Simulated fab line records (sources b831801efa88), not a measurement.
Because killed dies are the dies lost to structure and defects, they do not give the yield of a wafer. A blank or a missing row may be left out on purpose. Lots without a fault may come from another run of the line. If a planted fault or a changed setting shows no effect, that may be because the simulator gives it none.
Which tool was responsible? / flow gf180mcu / 15 lots with 45 wafers sampled at 6 steps, on a route of 602 steps

WHAT THE GAUGES READ, wafer by wafer
The record lacks any reading of a measuring or inspecting step that a usual standard deviation could be used to judge.

WHICH TOOL RAN EACH LOT (tool, then ch and the chambers of the sampled wafers, then the start)
lot=L442; GF_V1_ETCH_16=rie_diel-03 ch 2,3, day 18 08:46; GF_V1_ETCH_17=rie_diel-03 ch 2,3, day 18 08:54 or earlier; GF_V1_STRIP_18=plasma_asher-01 ch 1, day 18 08:54; GF_V1_SPUTTER_21=pvd_sputter-03, day 18 09:26; GF_M2_SPUTTER_01=pvd_sputter-02, day 18 10:14; GF_M2_SPUTTER_03=pvd_sputter-02, day 18 10:17
lot=L443; GF_V1_ETCH_16=rie_diel-04 ch 1,2,3, day 18 10:37; GF_V1_ETCH_17=rie_diel-04 ch 1,2,3, day 18 10:45 or earlier; GF_V1_STRIP_18=plasma_asher-04 ch 0,1, day 18 10:45; GF_V1_SPUTTER_21=pvd_sputter-04, day 18 11:17; GF_M2_SPUTTER_01=pvd_sputter-01, day 18 12:05; GF_M2_SPUTTER_03=pvd_sputter-01, day 18 12:08
lot=L445; GF_V1_ETCH_16=rie_diel-03 ch 1,2, day 19 12:49; GF_V1_ETCH_17=rie_diel-03 ch 1,2, day 19 12:57 or earlier; GF_V1_STRIP_18=plasma_asher-01 ch 0,1, day 19 12:57; GF_V1_SPUTTER_21=pvd_sputter-03, day 19 13:34; GF_M2_SPUTTER_01=pvd_sputter-02, day 19 14:22; GF_M2_SPUTTER_03=pvd_sputter-02, day 19 14:26
lot=L448; GF_V1_ETCH_16=rie_diel-04 ch 1,2,3, day 20 16:49; GF_V1_ETCH_17=rie_diel-04 ch 1,2,3, day 20 16:57 or earlier; GF_V1_STRIP_18=plasma_asher-04 ch 0,1, day 20 16:57; GF_V1_SPUTTER_21=pvd_sputter-04, day 20 17:31; GF_M2_SPUTTER_01=pvd_sputter-01, day 20 18:19; GF_M2_SPUTTER_03=pvd_sputter-01, day 20 18:22
lot=L446; GF_V1_ETCH_16=rie_diel-02 ch 0,2,3, day 20 18:04; GF_V1_ETCH_17=rie_diel-02 ch 0,2,3, day 20 18:13 or earlier; GF_V1_STRIP_18=plasma_asher-02 ch 0,1, day 20 18:13; GF_V1_SPUTTER_21=pvd_sputter-03, day 20 18:45; GF_M2_SPUTTER_01=pvd_sputter-02, day 20 19:40; GF_M2_SPUTTER_03=pvd_sputter-02, day 20 19:44
lot=L447; GF_V1_ETCH_16=rie_diel-03 ch 0,3, day 20 19:31; GF_V1_ETCH_17=rie_diel-03 ch 0,3, day 20 19:41 or earlier; GF_V1_STRIP_18=plasma_asher-01 ch 0,1, day 20 19:41; GF_V1_SPUTTER_21=pvd_sputter-04, day 20 20:11; GF_M2_SPUTTER_01=pvd_sputter-01, day 20 20:58; GF_M2_SPUTTER_03=pvd_sputter-01, day 20 21:02
lot=L450; GF_V1_ETCH_16=rie_diel-02 ch 0,1, day 21 19:30; GF_V1_ETCH_17=rie_diel-02 ch 0,1, day 21 19:38 or earlier; GF_V1_STRIP_18=plasma_asher-02 ch 0,1, day 21 19:38; GF_V1_SPUTTER_21=pvd_sputter-04, day 21 20:10; GF_M2_SPUTTER_01=pvd_sputter-02, day 21 20:58; GF_M2_SPUTTER_03=pvd_sputter-02, day 21 21:01
lot=L455; GF_V1_ETCH_16=rie_diel-04 ch 1,3, day 23 15:25; GF_V1_ETCH_17=rie_diel-04 ch 1,3, day 23 15:33 or earlier; GF_V1_STRIP_18=plasma_asher-02 ch 0,1, day 23 15:33; GF_V1_SPUTTER_21=pvd_sputter-01, day 23 16:05; GF_M2_SPUTTER_01=pvd_sputter-02, day 23 16:52; GF_M2_SPUTTER_03=pvd_sputter-02, day 23 16:56
lot=L456; GF_V1_ETCH_16=rie_diel-04 ch 0,2, day 24 04:07; GF_V1_ETCH_17=rie_diel-04 ch 0,2, day 24 04:15 or earlier; GF_V1_STRIP_18=plasma_asher-02 ch 1, day 24 04:15; GF_V1_SPUTTER_21=pvd_sputter-04, day 24 04:47; GF_M2_SPUTTER_01=-; GF_M2_SPUTTER_03=-
lot=L458; GF_V1_ETCH_16=rie_diel-02 ch 0,1,3, day 24 16:18; GF_V1_ETCH_17=rie_diel-02 ch 0,1,3, day 24 16:26 or earlier; GF_V1_STRIP_18=plasma_asher-01 ch 0,1, day 24 16:26; GF_V1_SPUTTER_21=pvd_sputter-01, day 24 16:58; GF_M2_SPUTTER_01=-; GF_M2_SPUTTER_03=-
lot=L457; GF_V1_ETCH_16=rie_diel-04 ch 1,2,3, day 24 17:03; GF_V1_ETCH_17=rie_diel-04 ch 1,2,3, day 24 17:11 or earlier; GF_V1_STRIP_18=plasma_asher-02 ch 0,1, day 24 17:11; GF_V1_SPUTTER_21=pvd_sputter-03, day 24 17:44; GF_M2_SPUTTER_01=-; GF_M2_SPUTTER_03=-
lot=L461; GF_V1_ETCH_16=rie_diel-02 ch 0,1, day 25 11:25; GF_V1_ETCH_17=rie_diel-02 ch 0,1, day 25 11:35 or earlier; GF_V1_STRIP_18=plasma_asher-02 ch 0,1, day 25 11:35; GF_V1_SPUTTER_21=pvd_sputter-04, day 25 12:20; GF_M2_SPUTTER_01=pvd_sputter-02, day 25 13:15; GF_M2_SPUTTER_03=pvd_sputter-02, day 25 13:19
lot=L462; GF_V1_ETCH_16=rie_diel-02 ch 0,1,3, day 25 21:12; GF_V1_ETCH_17=rie_diel-02 ch 0,1,3, day 25 21:20 or earlier; GF_V1_STRIP_18=plasma_asher-04 ch 0,1, day 25 21:20; GF_V1_SPUTTER_21=pvd_sputter-04, day 25 21:52; GF_M2_SPUTTER_01=pvd_sputter-01, day 25 22:39; GF_M2_SPUTTER_03=pvd_sputter-01, day 25 22:43
lot=L463; GF_V1_ETCH_16=rie_diel-02 ch 0,1,3, day 25 23:21; GF_V1_ETCH_17=rie_diel-02 ch 0,1,3, day 25 23:29 or earlier; GF_V1_STRIP_18=plasma_asher-01 ch 0,1, day 25 23:29; GF_V1_SPUTTER_21=pvd_sputter-03, day 26 00:01; GF_M2_SPUTTER_01=pvd_sputter-01, day 26 00:48; GF_M2_SPUTTER_03=pvd_sputter-01, day 26 00:52
lot=L464; GF_V1_ETCH_16=rie_diel-03 ch 1,2,3, day 26 11:04; GF_V1_ETCH_17=rie_diel-03 ch 1,2,3, day 26 11:12 or earlier; GF_V1_STRIP_18=plasma_asher-02 ch 0,1, day 26 11:12; GF_V1_SPUTTER_21=pvd_sputter-03, day 26 11:44; GF_M2_SPUTTER_01=pvd_sputter-01, day 26 12:31; GF_M2_SPUTTER_03=pvd_sputter-01, day 26 12:35
- GF_V1_ETCH_16: etches BARC in N2/H2.
- GF_V1_ETCH_17: etches SiO2 in C4F8/O2/Ar, stops on TiN, target depth 630 nm.
- GF_V1_STRIP_18: strips in O2/N2.
- GF_V1_SPUTTER_21: material Ti, target thk 15 nm, time 80.02 s.
- GF_M2_SPUTTER_01: material TiN, target thk 30 nm, time 23.8 s.
- GF_M2_SPUTTER_03: material Ti, target thk 10 nm, time 6.7 s.

WHAT THE TOOLS THEMSELVES READ (means of the sampled wafers that have a number; where no wafer has one, the mark that the record gives instead)
GF_V1_ETCH_16.
lot=L442; tool=rie_diel-03; bias_w (W)=100.14; chamber_pressure_mTorr (mTorr)=29.987; drypump_motor_current_A (A)=5.8; oes_product_au (a.u.)=0.850; throttle_valve_pct (%)=13.223
lot=L443; tool=rie_diel-04; bias_w (W)=100.09; chamber_pressure_mTorr (mTorr)=30.006; drypump_motor_current_A (A)=5.7; oes_product_au (a.u.)=0.857; throttle_valve_pct (%)=13.230
lot=L445; tool=rie_diel-03; bias_w (W)=99.96; chamber_pressure_mTorr (mTorr)=30.018; drypump_motor_current_A (A)=6.0; oes_product_au (a.u.)=0.854; throttle_valve_pct (%)=13.230
lot=L448; tool=rie_diel-04; bias_w (W)=100.13; chamber_pressure_mTorr (mTorr)=29.996; drypump_motor_current_A (A)=5.7; oes_product_au (a.u.)=0.852; throttle_valve_pct (%)=13.224
lot=L446; tool=rie_diel-02; bias_w (W)=100.09; chamber_pressure_mTorr (mTorr)=30.008; drypump_motor_current_A (A)=5.1; oes_product_au (a.u.)=0.861; throttle_valve_pct (%)=13.222
lot=L447; tool=rie_diel-03; bias_w (W)=100.17; chamber_pressure_mTorr (mTorr)=30.001; drypump_motor_current_A (A)=6.2; oes_product_au (a.u.)=0.855; throttle_valve_pct (%)=13.222
lot=L450; tool=rie_diel-02; bias_w (W)=99.91; chamber_pressure_mTorr (mTorr)=29.983; drypump_motor_current_A (A)=5.4; oes_product_au (a.u.)=0.856; throttle_valve_pct (%)=13.229
lot=L455; tool=rie_diel-04; bias_w (W)=100.16; chamber_pressure_mTorr (mTorr)=29.998; drypump_motor_current_A (A)=5.7; oes_product_au (a.u.)=0.852; throttle_valve_pct (%)=13.231
lot=L456; tool=rie_diel-04; bias_w (W)=-; chamber_pressure_mTorr (mTorr)=-; drypump_motor_current_A (A)=-; oes_product_au (a.u.)=-; throttle_valve_pct (%)=-
lot=L458; tool=rie_diel-02; bias_w (W)=-; chamber_pressure_mTorr (mTorr)=-; drypump_motor_current_A (A)=-; oes_product_au (a.u.)=-; throttle_valve_pct (%)=-
lot=L457; tool=rie_diel-04; bias_w (W)=-; chamber_pressure_mTorr (mTorr)=-; drypump_motor_current_A (A)=-; oes_product_au (a.u.)=-; throttle_valve_pct (%)=-
lot=L461; tool=rie_diel-02; bias_w (W)=99.92; chamber_pressure_mTorr (mTorr)=30.007; drypump_motor_current_A (A)=5.4; oes_product_au (a.u.)=0.856; throttle_valve_pct (%)=13.224
lot=L462; tool=rie_diel-02; bias_w (W)=100.31; chamber_pressure_mTorr (mTorr)=30.008; drypump_motor_current_A (A)=5.5; oes_product_au (a.u.)=0.857; throttle_valve_pct (%)=13.218
lot=L463; tool=rie_diel-02; bias_w (W)=99.64; chamber_pressure_mTorr (mTorr)=30.014; drypump_motor_current_A (A)=5.5; oes_product_au (a.u.)=0.852; throttle_valve_pct (%)=13.226
lot=L464; tool=rie_diel-03; bias_w (W)=99.82; chamber_pressure_mTorr (mTorr)=30.010; drypump_motor_current_A (A)=5.8; oes_product_au (a.u.)=0.851; throttle_valve_pct (%)=13.230

GF_V1_ETCH_17.
lot=L442; tool=rie_diel-03; bias_w (W)=1205; chamber_pressure_mTorr (mTorr)=40.05; oes_product_au (a.u.)=0.857
lot=L443; tool=rie_diel-04; bias_w (W)=1203; chamber_pressure_mTorr (mTorr)=40.03; oes_product_au (a.u.)=0.854
lot=L445; tool=rie_diel-03; bias_w (W)=1197; chamber_pressure_mTorr (mTorr)=40.02; oes_product_au (a.u.)=0.857
lot=L448; tool=rie_diel-04; bias_w (W)=1197; chamber_pressure_mTorr (mTorr)=39.99; oes_product_au (a.u.)=0.857
lot=L446; tool=rie_diel-02; bias_w (W)=1200; chamber_pressure_mTorr (mTorr)=39.99; oes_product_au (a.u.)=0.857
lot=L447; tool=rie_diel-03; bias_w (W)=1203; chamber_pressure_mTorr (mTorr)=39.98; oes_product_au (a.u.)=0.859
lot=L450; tool=rie_diel-02; bias_w (W)=1201; chamber_pressure_mTorr (mTorr)=39.96; oes_product_au (a.u.)=0.852
lot=L455; tool=rie_diel-04; bias_w (W)=1201; chamber_pressure_mTorr (mTorr)=40.05; oes_product_au (a.u.)=0.854
lot=L456; tool=rie_diel-04; bias_w (W)=1200; chamber_pressure_mTorr (mTorr)=40.02; oes_product_au (a.u.)=0.375
lot=L458; tool=rie_diel-02; bias_w (W)=1202; chamber_pressure_mTorr (mTorr)=40.02; oes_product_au (a.u.)=0.375
lot=L457; tool=rie_diel-04; bias_w (W)=1197; chamber_pressure_mTorr (mTorr)=40.02; oes_product_au (a.u.)=0.374
lot=L461; tool=rie_diel-02; bias_w (W)=1199; chamber_pressure_mTorr (mTorr)=40.00; oes_product_au (a.u.)=0.857
lot=L462; tool=rie_diel-02; bias_w (W)=1200; chamber_pressure_mTorr (mTorr)=39.99; oes_product_au (a.u.)=0.848
lot=L463; tool=rie_diel-02; bias_w (W)=1200; chamber_pressure_mTorr (mTorr)=40.03; oes_product_au (a.u.)=0.854
lot=L464; tool=rie_diel-03; bias_w (W)=1199; chamber_pressure_mTorr (mTorr)=40.00; oes_product_au (a.u.)=0.853

GF_V1_STRIP_18.
lot=L442; tool=plasma_asher-01; drypump_motor_current_A (A)=5.9; heater_power_w (W)=329; oes_product_au (a.u.)=0.591; platen_temp_c (C)=249.83
lot=L443; tool=plasma_asher-04; drypump_motor_current_A (A)=5.4; heater_power_w (W)=329; oes_product_au (a.u.)=0.589; platen_temp_c (C)=250.02
lot=L445; tool=plasma_asher-01; drypump_motor_current_A (A)=5.4; heater_power_w (W)=318; oes_product_au (a.u.)=0.591; platen_temp_c (C)=249.98
lot=L448; tool=plasma_asher-04; drypump_motor_current_A (A)=5.4; heater_power_w (W)=326; oes_product_au (a.u.)=0.591; platen_temp_c (C)=250.14
lot=L446; tool=plasma_asher-02; drypump_motor_current_A (A)=5.6; heater_power_w (W)=346; oes_product_au (a.u.)=0.594; platen_temp_c (C)=249.90
lot=L447; tool=plasma_asher-01; drypump_motor_current_A (A)=5.4; heater_power_w (W)=315; oes_product_au (a.u.)=0.590; platen_temp_c (C)=250.01
lot=L450; tool=plasma_asher-02; drypump_motor_current_A (A)=5.7; heater_power_w (W)=348; oes_product_au (a.u.)=0.589; platen_temp_c (C)=250.03
lot=L455; tool=plasma_asher-02; drypump_motor_current_A (A)=5.7; heater_power_w (W)=347; oes_product_au (a.u.)=0.588; platen_temp_c (C)=249.85
lot=L456; tool=plasma_asher-02; drypump_motor_current_A (A)=5.1; heater_power_w (W)=341; oes_product_au (a.u.)=0.612; platen_temp_c (C)=250.07
lot=L458; tool=plasma_asher-01; drypump_motor_current_A (A)=5.4; heater_power_w (W)=319; oes_product_au (a.u.)=0.609; platen_temp_c (C)=249.92
lot=L457; tool=plasma_asher-02; drypump_motor_current_A (A)=5.4; heater_power_w (W)=341; oes_product_au (a.u.)=0.610; platen_temp_c (C)=250.08
lot=L461; tool=plasma_asher-02; drypump_motor_current_A (A)=5.4; heater_power_w (W)=341; oes_product_au (a.u.)=0.594; platen_temp_c (C)=250.09
lot=L462; tool=plasma_asher-04; drypump_motor_current_A (A)=5.4; heater_power_w (W)=322; oes_product_au (a.u.)=0.591; platen_temp_c (C)=250.10
lot=L463; tool=plasma_asher-01; drypump_motor_current_A (A)=5.5; heater_power_w (W)=320; oes_product_au (a.u.)=0.589; platen_temp_c (C)=250.21
lot=L464; tool=plasma_asher-02; drypump_motor_current_A (A)=5.7; heater_power_w (W)=351; oes_product_au (a.u.)=0.585; platen_temp_c (C)=250.14

GF_V1_SPUTTER_21.
lot=L442; tool=pvd_sputter-03; throttle_valve_pct (%)=29.5
lot=L443; tool=pvd_sputter-04; throttle_valve_pct (%)=29.7
lot=L445; tool=pvd_sputter-03; throttle_valve_pct (%)=28.5
lot=L448; tool=pvd_sputter-04; throttle_valve_pct (%)=29.8
lot=L446; tool=pvd_sputter-03; throttle_valve_pct (%)=29.4
lot=L447; tool=pvd_sputter-04; throttle_valve_pct (%)=29.5
lot=L450; tool=pvd_sputter-04; throttle_valve_pct (%)=29.0
lot=L455; tool=pvd_sputter-01; throttle_valve_pct (%)=29.3
lot=L456; tool=pvd_sputter-04; throttle_valve_pct (%)=29.3
lot=L458; tool=pvd_sputter-01; throttle_valve_pct (%)=30.8
lot=L457; tool=pvd_sputter-03; throttle_valve_pct (%)=28.9
lot=L461; tool=pvd_sputter-04; throttle_valve_pct (%)=29.2
lot=L462; tool=pvd_sputter-04; throttle_valve_pct (%)=29.5
lot=L463; tool=pvd_sputter-03; throttle_valve_pct (%)=29.5
lot=L464; tool=pvd_sputter-03; throttle_valve_pct (%)=30.2

GF_M2_SPUTTER_01.
lot=L442; tool=pvd_sputter-02; throttle_valve_pct (%)=30.5
lot=L443; tool=pvd_sputter-01; throttle_valve_pct (%)=30.1
lot=L445; tool=pvd_sputter-02; throttle_valve_pct (%)=30.5
lot=L448; tool=pvd_sputter-01; throttle_valve_pct (%)=30.9
lot=L446; tool=pvd_sputter-02; throttle_valve_pct (%)=29.8
lot=L447; tool=pvd_sputter-01; throttle_valve_pct (%)=29.4
lot=L450; tool=pvd_sputter-02; throttle_valve_pct (%)=30.8
lot=L455; tool=pvd_sputter-02; throttle_valve_pct (%)=29.6
lot=L461; tool=pvd_sputter-02; throttle_valve_pct (%)=30.6
lot=L462; tool=pvd_sputter-01; throttle_valve_pct (%)=30.3
lot=L463; tool=pvd_sputter-01; throttle_valve_pct (%)=30.3
lot=L464; tool=pvd_sputter-01; throttle_valve_pct (%)=30.9

GF_M2_SPUTTER_03.
lot=L442; tool=pvd_sputter-02; throttle_valve_pct (%)=30.5
lot=L443; tool=pvd_sputter-01; throttle_valve_pct (%)=30.2
lot=L445; tool=pvd_sputter-02; throttle_valve_pct (%)=30.4
lot=L448; tool=pvd_sputter-01; throttle_valve_pct (%)=31.0
lot=L446; tool=pvd_sputter-02; throttle_valve_pct (%)=29.9
lot=L447; tool=pvd_sputter-01; throttle_valve_pct (%)=29.4
lot=L450; tool=pvd_sputter-02; throttle_valve_pct (%)=30.8
lot=L455; tool=pvd_sputter-02; throttle_valve_pct (%)=29.4
lot=L461; tool=pvd_sputter-02; throttle_valve_pct (%)=30.6
lot=L462; tool=pvd_sputter-01; throttle_valve_pct (%)=30.4
lot=L463; tool=pvd_sputter-01; throttle_valve_pct (%)=30.1
lot=L464; tool=pvd_sputter-01; throttle_valve_pct (%)=30.9

THE ANSWER, worked out from the rows above alone
Rule: the lots themselves supply what counts as usual. The widest of any qualifying gaps counts: lots, ordered by their means at a reading, are off when they make up no more than a third of the lots, leave a main group of 4 or more, and stand apart from it by 3 or more times the standard deviation of that group's means. A main group is skipped when, at the precision printed for the reading in the tables above, its means are all equal. Also off: a lot with no number at a reading for which 4 or more lots have one. Any other lot the step has rows for is counted as sound. After the gauges, taken in route order, come the tools' own readings; for these a lot's mean is taken, as printed above. At the first step where some lot is off, the reading lying furthest off is the one used; lots without a number count as furthest.
Off at GF_V1_ETCH_16 (bias_w): L456, L458, L457. Without a number there: L456, L458, L457. The main group: mean 100.03 W, standard deviation 0.18.
If a tool, at that step or one of the process steps before it, ran each lot that is off and ran no sound lot following the first of them, it fits. None of those tried fits.

WHAT THE SIMULATOR HAD INSERTED
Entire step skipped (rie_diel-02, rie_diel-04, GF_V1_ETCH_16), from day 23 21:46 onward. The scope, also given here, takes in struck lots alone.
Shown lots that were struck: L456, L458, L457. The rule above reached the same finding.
